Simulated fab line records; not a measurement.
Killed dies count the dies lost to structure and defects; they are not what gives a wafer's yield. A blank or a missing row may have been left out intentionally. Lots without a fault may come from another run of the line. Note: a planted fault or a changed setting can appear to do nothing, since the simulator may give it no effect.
Matching of chambers :: flow sky130 :: 4 sister chambers for SKY_VIA1_CMP_24 on cmp-02
The step polishes, stops on SiO2, t overpolish 15 s, target thk 0 nm. 14 wafers are shown with their chamber, then 7 later ones without.

EACH WAFER AND ITS CHAMBER
wafer: L426.1
chamber: 1
motor_current_A (A): 9.5
time_to_endpoint_s (s): 68.1
overpolish_run_s (s): 15.005

wafer: L426.3
chamber: 3
motor_current_A (A): 11.6
time_to_endpoint_s (s): 68.5
overpolish_run_s (s): 14.996

wafer: L426.6
chamber: 2
motor_current_A (A): 9.6
time_to_endpoint_s (s): 70.7
overpolish_run_s (s): 15.003

wafer: L434.2
chamber: 1
motor_current_A (A): 9.9
time_to_endpoint_s (s): 67.4
overpolish_run_s (s): 15.015

wafer: L434.3
chamber: 0
motor_current_A (A): 9.4
time_to_endpoint_s (s): 69.6
overpolish_run_s (s): 14.988

wafer: L434.6
chamber: 2
motor_current_A (A): 9.1
time_to_endpoint_s (s): 71.7
overpolish_run_s (s): 14.999

wafer: L444.1
chamber: 0
motor_current_A (A): 8.4
time_to_endpoint_s (s): 67.0
overpolish_run_s (s): 14.989

wafer: L444.3
chamber: 2
motor_current_A (A): 9.2
time_to_endpoint_s (s): 70.3
overpolish_run_s (s): 14.998

wafer: L444.5
chamber: 1
motor_current_A (A): 10.0
time_to_endpoint_s (s): 65.9
overpolish_run_s (s): 15.003

wafer: L446.1
chamber: 0
motor_current_A (A): 8.6
time_to_endpoint_s (s): 66.8
overpolish_run_s (s): 14.985

wafer: L446.2
chamber: 3
motor_current_A (A): 11.0
time_to_endpoint_s (s): 67.0
overpolish_run_s (s): 14.984

wafer: L446.6
chamber: 0
motor_current_A (A): 8.9
time_to_endpoint_s (s): 67.6
overpolish_run_s (s): 15.012

wafer: L447.2
chamber: 3
motor_current_A (A): 11.6
time_to_endpoint_s (s): 62.7
overpolish_run_s (s): 15.010

wafer: L447.4
chamber: 0
motor_current_A (A): 8.9
time_to_endpoint_s (s): 67.1
overpolish_run_s (s): 15.000

SIGNATURES, as means of the wafers listed above
reading: motor_current_A
chamber 0: 8.840
chamber 1: 9.800
chamber 2: 9.300
chamber 3: 11.400
scatter within a chamber: 0.33

reading: time_to_endpoint_s
chamber 0: 67.620
chamber 1: 67.133
chamber 2: 70.900
chamber 3: 66.067
scatter within a chamber: 1.64

reading: overpolish_run_s
chamber 0: 14.99480
chamber 1: 15.00767
chamber 2: 15.00000
chamber 3: 14.99667
scatter within a chamber: 0.00967
Rule: a wafer lies at a distance from a chamber equal to the root of the sum of squares, over the readings, of (its reading less the chamber's mean, divided by the reading's scatter). If the next closest chamber is less than 2 further off than the closest, the wafer can't be placed; otherwise it belongs to the closest. The scatter: take each reading less its chamber's mean, square it, sum over the shown wafers, divide by the number of wafers less the number of chambers, and take the root.

WAFERS WHOSE CHAMBER IS MISSING
wafer: L447.6
motor_current_A (A): 11.6
time_to_endpoint_s (s): 66.9
overpolish_run_s (s): 14.995

wafer: L448.1
motor_current_A (A): 8.8
time_to_endpoint_s (s): 69.0
overpolish_run_s (s): 14.998

wafer: L448.4
motor_current_A (A): 9.7
time_to_endpoint_s (s): 63.3
overpolish_run_s (s): 15.007

wafer: L448.6
motor_current_A (A): 9.9
time_to_endpoint_s (s): 65.5
overpolish_run_s (s): 14.996

wafer: L449.1
motor_current_A (A): 9.5
time_to_endpoint_s (s): 67.9
overpolish_run_s (s): 14.990

wafer: L449.2
motor_current_A (A): 9.5
time_to_endpoint_s (s): 68.3
overpolish_run_s (s): 15.012

wafer: L449.6
motor_current_A (A): 9.6
time_to_endpoint_s (s): 69.7
overpolish_run_s (s): 15.008

WHICH CHAMBER EACH ONE RAN IN
wafer: L447.6
from the rows above: 3
in truth: 3

wafer: L448.1
from the rows above: can't be placed: 0 or 2
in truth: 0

wafer: L448.4
from the rows above: can't be placed: 1 or 0
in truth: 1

wafer: L448.6
from the rows above: can't be placed: 1 or 0
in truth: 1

wafer: L449.1
from the rows above: can't be placed: 0 or 1 or 2
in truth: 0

wafer: L449.2
from the rows above: can't be placed: 1 or 2 or 0
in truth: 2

wafer: L449.6
from the rows above: can't be placed: 2 or 1 or 0
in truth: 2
Correct placement for 1 of the 7. Cannot be placed on the basis of these rows: 6; the candidates contain the true chamber in 6. Placed wrongly: 0.
